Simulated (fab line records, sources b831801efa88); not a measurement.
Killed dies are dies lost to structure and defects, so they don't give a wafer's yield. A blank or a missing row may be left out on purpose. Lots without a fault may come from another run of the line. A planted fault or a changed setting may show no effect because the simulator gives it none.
Which tool did it? | flow sfq_line | 15 lots, 45 wafers sampled, at 3 steps of a route of 325

WHAT THE GAUGES READ, wafer by wafer
SFQ_I2_OVL_MEAS_918. Usual: I2_OVL 1 nm, standard deviation 6.8.
lot  | measured     | on         | I2_OVL (nm) | flag
L905 | day 32 21:03 | overlay-02 | 10 14 2     |
L906 | day 32 22:15 | overlay-02 | 2 10 13     |
L907 | day 33 03:03 | overlay-02 | 10 7 8      |
L910 | day 35 12:41 | overlay-01 | -6 0 -6     |
L911 | day 35 15:05 | overlay-01 | -5 4 -3     |
L912 | day 35 23:29 | overlay-01 | 3 3 -2      |
L913 | day 36 15:28 | overlay-01 | 20 20 21    |
L914 | day 42 15:10 | overlay-01 | -1 -1 -3    |
L918 | day 44 05:25 | overlay-02 | 8 2 6       |
L919 | day 44 17:25 | overlay-02 | -4 1 -6     |
L920 | day 45 12:37 | overlay-02 | 7 -6 1      |
L922 | day 45 16:12 | overlay-01 | -8 -3 -5    |
L924 | day 46 03:00 | overlay-02 | 9 3 10      |
L925 | day 46 23:25 | overlay-01 | 3 -2 5      |
L927 | day 47 15:00 | overlay-01 | -1 -10 0    |

SFQ_I3_OVL_MEAS_923. Usual: I3_OVL 3 nm, standard deviation 4.9.
lot  | measured     | on         | I3_OVL (nm) | flag
L905 | day 39 07:40 | overlay-01 | 6 1 -4      |
L906 | day 39 11:32 | overlay-01 | 2 -3 3      |
L907 | day 39 15:08 | overlay-02 | 5 11 3      |
L910 | day 42 00:46 | overlay-01 | 9 10 14     |
L911 | day 42 04:22 | overlay-02 | 1 3 1       |
L912 | day 42 05:59 | overlay-01 | 2 6 8       |
L913 | day 42 07:11 | overlay-01 | -5 -5 -3    |
L914 | day 43 05:24 | overlay-02 | 3 5 0       |
L918 | day 50 05:17 | overlay-01 | 1 0 3       |
L919 | day 50 12:11 | overlay-01 | 11 12 5     |
L920 | day 51 08:28 | overlay-01 | -8 -3 -10   |
L922 | day 51 13:15 | overlay-01 | 7 2 8       |
L924 | day 51 19:15 | overlay-02 | 0 5 2       |
L925 | day 52 16:43 | overlay-01 | -1 -1 -6    |
L927 | day 53 12:37 | overlay-01 | 5 0 1       |

SFQ_JJ_OVL_MEAS_931. Usual: J5_OVL -2 nm, standard deviation 4.9.
lot  | measured     | on         | J5_OVL (nm) | flag
L905 | day 51 23:04 | overlay-01 | -6 -1 -6    |
L906 | day 52 01:27 | overlay-01 | 2 0 -3      |
L907 | day 52 03:51 | overlay-01 | -6 -11 -10  |
L910 | day 54 04:43 | overlay-02 | -3 -1 -3    |
L911 | day 54 05:55 | overlay-02 | -3 -8 -11   |
L912 | day 54 07:06 | overlay-02 | 4 -7 0      |
L913 | day 54 08:19 | overlay-02 | -5 -5 -10   |
L914 | day 55 04:23 | overlay-01 | -4 -3 -3    |
L918 | day 56 18:06 | overlay-02 | 3 -5 7      |
L919 | day 61 19:13 | overlay-01 | 3 12 4      |
L920 | day 61 20:25 | overlay-01 | -7 -15 -4   |
L922 | day 61 23:34 | overlay-01 | -7 2 -4     |
L924 | day 62 03:10 | overlay-01 | 2 -2 -1     |
L925 | day 62 10:22 | overlay-01 | -1 5 0      |
L927 | day 67 04:55 | overlay-01 | -5 -3 -3    |

WHICH TOOL RAN EACH LOT (tool, then ch and the chambers of the sampled wafers, then the start)
The record holds no process step before these readings.

WHAT THE TOOLS THEMSELVES READ (means of the sampled wafers that have a number; where no wafer has one, the mark that the record gives instead)
The record holds no such reading with a usual standard deviation.

THE ANSWER, worked out from the rows above alone
Rule: a lot is off if the mean of its wafers that have a number lies more than 3 standard deviations from the usual mean. A lot without any number at a reading at which 4 lots or more have one is off too. The other lots that the step has rows for count as sound. The gauges are gone through in route order, then the tools' own readings, and for those a lot's mean is taken as printed above. The first step at which some lot is off is used, and at that step the reading that is off furthest; a lot without a number counts as furthest.
No lot is off at any reading shown: from this, nothing can be told.

WHAT THE SIMULATOR HAD PUT IN
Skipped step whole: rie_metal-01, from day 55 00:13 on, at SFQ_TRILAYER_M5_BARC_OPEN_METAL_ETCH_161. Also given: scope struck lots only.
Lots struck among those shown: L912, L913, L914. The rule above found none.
